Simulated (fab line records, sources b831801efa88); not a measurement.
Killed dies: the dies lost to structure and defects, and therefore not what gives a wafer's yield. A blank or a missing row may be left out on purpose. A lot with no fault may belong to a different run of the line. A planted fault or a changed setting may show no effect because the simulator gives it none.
Which tool did it? / flow gf180mcu / route of 602 steps, sampled at 1 step: 7 lots, 21 wafers

== WHAT THE GAUGES READ, wafer by wafer ==
GF_STI_THK_MEAS_24.
lot=L398; measured=day 2 13:47; on=film metro-03; STI_CVD_23_THK (nm)=647 652 647
lot=L401; measured=day 3 05:30; on=film metro-03; STI_CVD_23_THK (nm)=644 645 646
lot=L403; measured=day 3 15:20; on=film metro-04; STI_CVD_23_THK (nm)=656 642 652
lot=L407; measured=day 4 11:21; on=film metro-03; STI_CVD_23_THK (nm)=644 654 642
lot=L409; measured=day 5 01:01; on=film metro-01; STI_CVD_23_THK (nm)=641 646 645
lot=L414; measured=day 6 02:49; on=film metro-01; STI_CVD_23_THK (nm)=651 644 644
lot=L419; measured=day 7 02:57; on=film metro-04; STI_CVD_23_THK (nm)=646 655 640

== TOOL THAT RAN EACH LOT (tool first, then ch and the chambers of the sampled wafers, then the start) ==
The record holds no process step before these readings.

== THE ANSWER, worked out from the rows above alone ==
Rule: the usual values come from the lots themselves. Put in order of their means at a reading, lots are off if they are a third of the lots or fewer, leave a main group of 4 or more, and stand apart from it by a gap of 3 or more times the standard deviation of the main group's means; of several such gaps the widest counts. Not used: any main group whose means are identical at the precision the tables above print for the reading. A lot without any number at a reading at which 4 lots or more have one is off too. Where the step has rows for the other lots, those lots are counted as sound.
None of the lots is off at any reading shown; this tells nothing.

== WHAT THE SIMULATOR HAD INSERTED ==
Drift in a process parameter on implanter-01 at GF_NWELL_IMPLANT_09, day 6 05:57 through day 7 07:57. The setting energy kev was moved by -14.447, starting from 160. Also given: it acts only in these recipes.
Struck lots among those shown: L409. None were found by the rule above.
